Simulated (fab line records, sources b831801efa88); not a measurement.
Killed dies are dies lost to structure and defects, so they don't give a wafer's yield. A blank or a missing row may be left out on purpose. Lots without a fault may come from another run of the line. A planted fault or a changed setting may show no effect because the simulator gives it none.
Split-lot experiment | flow gf180mcu | 5 lots, 23 wafers read, on a route of 602 steps

THE SPLIT
At GF_MVSD_COAT_02 (resist thk 3000 nm), the setting spin_rpm was moved away from the recipe's 2000 rpm on 9 of the 23 wafers read, by -6.5% to +7.4%. The other wafers ran this setting at the recipe's value.

The reading is taken at the split's own step.

THE READING
coat_of_MVSD_COAT_02.thk_nm (the simulator's own value, which no gauge read), in nm, at GF_MVSD_COAT_02 (resist thk 3000 nm). The file gives no usual value for it. The 14 wafers here that ran the recipe average 3010 nm, standard deviation 7 nm.

wafer  | tool, chamber at the split | spin_rpm as run, rpm | against the recipe | coat_of_MVSD_COAT_02.thk_nm, nm | against lot-mates on the recipe
L074.1 | litho_track-02, 0          | 2000                 | recipe             | 3005                            | -
L074.4 | litho_track-02, 0          | 2000                 | recipe             | 3006                            | -
L074.6 | litho_track-02, 0          | 2000                 | recipe             | 3009                            | -
L078.1 | litho_track-04, 0          | 2147                 | +7.3%              | 2913                            | -106
L078.2 | litho_track-04, 0          | 2147                 | +7.3%              | 2910                            | -109
L078.3 | litho_track-04, 0          | 2000                 | recipe             | 3012                            | -
L078.4 | litho_track-04, 0          | 2000                 | recipe             | 3017                            | -
L078.6 | litho_track-04, 0          | 2000                 | recipe             | 3029                            | -
L079.1 | litho_track-02, 0          | 1907                 | -4.6%              | 3082                            | +77
L079.2 | litho_track-02, 0          | 1907                 | -4.6%              | 3079                            | +74
L079.3 | litho_track-02, 0          | 2000                 | recipe             | 2999                            | -
L079.5 | litho_track-02, 0          | 2000                 | recipe             | 3008                            | -
L079.6 | litho_track-02, 0          | 2000                 | recipe             | 3009                            | -
L082.1 | litho_track-01, 0          | 2148                 | +7.4%              | 2901                            | -104
L082.3 | litho_track-01, 0          | 2000                 | recipe             | 3004                            | -
L082.4 | litho_track-01, 0          | 2148                 | +7.4%              | 2908                            | -96
L082.5 | litho_track-01, 0          | 2000                 | recipe             | 3005                            | -
L082.6 | litho_track-01, 0          | 2148                 | +7.4%              | 2894                            | -110
L085.1 | litho_track-01, 0          | 2000                 | recipe             | 3013                            | -
L085.4 | litho_track-01, 0          | 2000                 | recipe             | 3013                            | -
L085.2 | litho_track-01, 0          | 1870                 | -6.5%              | 3128                            | +115
L085.5 | litho_track-01, 0          | 2000                 | recipe             | 3014                            | -
L085.6 | litho_track-01, 0          | 1870                 | -6.5%              | 3119                            | +106

THE FIT
A straight line over all 23 wafers: coat_of_MVSD_COAT_02.thk_nm changes by -15.1 nm for each +1% of spin_rpm; r = -0.99; the points scatter about the line by 8.3 nm.
The same after taking each lot's own level away (the mean of its wafers on the recipe; 23 wafers): -15.1 nm for each +1%; r = -1.00; scatter 6 nm.
On that fit, the largest move of spin_rpm shifts the reading by 1.1e+02 nm.
The lots' own levels span 3004.5 to 3019.3 nm, that is 2.1 times the standard deviation above.
So the lot-to-lot level changes the slope little: the two slopes agree.
Check: with one of the wafers moved furthest among these (+7.4%) left out of the fit, the line predicts -110 nm for it against its lot-mates. It came out at -104 nm against them.

OTHER SPLITS ON THESE WAFERS
These wafers also went through other splits before the reading. Each is held against what the fit with the lots' levels taken away leaves over:
other split on the same wafers   | wafers away from the commonest value | r with coat_of_MVSD_COAT_02.thk_nm (lot level and that fit taken away)
GF_STI_ETCH_13 over_etch_frac    | 4                                    | +0.34
GF_DNWELL_STRIP_08 platen_temp_c | 8                                    | +0.31
GF_NWELL_SOFTBAKE_03 temp_c      | 7                                    | +0.05
GF_NWELL_IMPLANT_09 energy_kev   | 5                                    | -0.14

THE WHOLE CHAIN: every reading that the file lists as answering this split, in the file's order
step             | what it does       | reading                                                                      | change (the file's fit)              | r (the file's)
GF_MVSD_COAT_02  | resist thk 3000 nm | coat_of_MVSD_COAT_02.thk_nm (the simulator's own value, which no gauge read) | -15.2 nm for each +1% of the setting | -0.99
GF_MVSD_STRIP_10 | strips in O2/N2    | strip_time_to_endpoint_s                                                     | withheld for each +1% of the setting | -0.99

THE FILE'S OWN FIT
coat_of_MVSD_COAT_02.thk_nm changes by -15.2 nm for each +1% of spin_rpm, r = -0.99.
